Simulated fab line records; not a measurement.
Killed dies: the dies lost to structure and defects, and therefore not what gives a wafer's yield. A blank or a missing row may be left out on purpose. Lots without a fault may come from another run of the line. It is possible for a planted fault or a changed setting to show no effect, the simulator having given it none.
Struck lot and sound lot, side by side :: flow sky130 :: 16 out of 708 route steps
Sound: wafers L359.1, L359.2, L359.5. Struck: wafer L348.4 (left out: L348.1, a lot-mate that was not struck); the cause follows at the end.
For every step that has rows: the tool of each side, followed by ch and its chambers, followed by its first start. Under that, the readings that differ: sound wafers :: struck wafers :: difference of the means :: sigmas: that difference in standard deviations of wafers without a fault.
alike: words and numbers the same on both sides, and readings whose means are apart by under 2 such deviations; not compared: readings that were withheld, readings missing a value for some wafer, numbers with overlapping values and no deviation given by the record, and bounds like >300 which may hide the same value.
The two part at a step that has a row with sigmas, a row that says differs or no value, or rows on one side only. Numbers that have no deviation but don't overlap get no sigmas and don't part them. A reading missing from all wafers of one side parts the sides only when that side holds two or more wafers.

first, 3 steps without rows for these wafers: SKY_LI_CONTACT_EXPOSE_09 (exposes mask LICM1, target cd 170 nm); SKY_LI_CONTACT_PEB_10; SKY_LI_CONTACT_DEVELOP_11 (develop time 60 s).
SKY_LI_CONTACT_CD_MEAS_12: the cd target is 170 nm.
  sound: cd-sem-02 at day 35 11:29; struck: cd-sem-01 at day 32 03:56
reading: cd-nm (nm)
sound: 172.0 171.0 171.3
struck: 167.7
difference: -3.7
sigmas: -2
SKY_LI_CONTACT_OVL_MEAS_13:
  sound: overlay-02 at day 35 11:37; struck: overlay-02 at day 32 04:04
reading: LI_CONTACT_OVL (nm)
sound: -5 3 3
struck: -11
difference: -11
sigmas: -2
SKY_LI_CONTACT_ETCH_14: etches BARC in N2/H2, stops on SiO2, time 45.9 s, target depth 60 nm.
  sound on rie-diel-03 ch 0,2, day 35 11:38; struck on rie-diel-01 ch 1, day 32 04:05
  alike: drypump-motor-current-A, n2-flow-sccm, oes-product-au, throttle-valve-pct
  not compared: rf-hours-counter-h
SKY_LI_CONTACT_ETCH_15: etches PSG in C4F8/O2/Ar, stops on Si, target depth 600 nm.
  sound on rie-diel-03 ch 0,2, day 35 11:41; struck on rie-diel-01 ch 1, day 32 04:08
  alike: oes-product-au
SKY_LI_CONTACT_STRIP_16: strips in O2/N2.
  sound on plasma-asher-04 ch 0,1, day 35 11:46; struck on plasma-asher-04 ch 0, day 32 04:13
  alike: drypump-motor-current-A, n2-flow-sccm, oes-product-au, strip-time-to-endpoint-s
  not compared: rf-hours-counter-h
then, 2 steps without rows for these wafers: SKY_LI_CONTACT_CLEAN_17 (cleans in NMP, time 600 s); SKY_LI_CONTACT_PRE_CLEAN_18 (time 5.6 s).
SKY_LI_CONTACT_SPUTTER_19: material Ti, target thk 20 nm, time 106.37 s.
  sound: pvd-sputter-04 at day 35 12:04; struck: pvd-sputter-03 at day 32 04:31
  alike: throttle-valve-pct
then, 1 step without rows for these wafers: SKY_LI_CONTACT_SPUTTER_20 (material TiN, target thk 20 nm, time 80 s).
SKY_LI_CONTACT_CVD_21: deposits W, target thk 400 nm, time 120.56 s.
  sound on cvd-w-02 ch 0,1, day 35 12:12; struck on cvd-w-01 ch 1, day 32 04:39
reading: heater-power-outer-w (W)
sound: 525 571 521
struck: 455
difference: -84
sigmas: -2

reading: heater-power-w (W)
sound: 939 894 902
struck: 739
difference: -173
sigmas: -3

reading: model.W_of_LI_CONTACT_CVD_21.thk-nm (nm)
sound: 398.3 401.9 398.2
struck: 417.3
difference: +17.8
sigmas: 
  alike: chamber-pressure-Torr
SKY_LI_CONTACT_RS_MEAS_22: measurement is done with a four-point probe.
  sound: film-metro-03 at day 35 12:20; struck: film-metro-04 at day 32 04:47
reading: LI_CONTACT_W_RS (ohm/sq)
sound: 0.2860 0.2837 0.2862
struck: 0.2727
difference: -0.0126
sigmas: -5
SKY_LI_CONTACT_THK_MEAS_23: measures by xrf.
  sound: film-metro-03 at day 35 12:27; struck: film-metro-04 at day 32 04:54
reading: LI_CONTACT_W_THK (nm)
sound: 407 408 404
struck: 430
difference: +24
sigmas: +4
SKY_LI_CONTACT_CMP_24: polishes, stops on PSG, t overpolish 20 s, target thk 0 nm.
  sound on cmp-02 ch 0,2, day 35 12:31; struck on cmp-02 ch 0, day 32 04:58
  alike: motor-current-A, overpolish-run-s, platen-rpm, time-to-endpoint-s

== WHERE THEY PART ==
At SKY_LI_CONTACT_CD_MEAS_12 first; at SKY_LI_CONTACT_THK_MEAS_23 last (within this record only). Later steps at which nothing parts them and some readings are alike: SKY_LI_CONTACT_CMP_24.

WHY: whatever the simulator had introduced
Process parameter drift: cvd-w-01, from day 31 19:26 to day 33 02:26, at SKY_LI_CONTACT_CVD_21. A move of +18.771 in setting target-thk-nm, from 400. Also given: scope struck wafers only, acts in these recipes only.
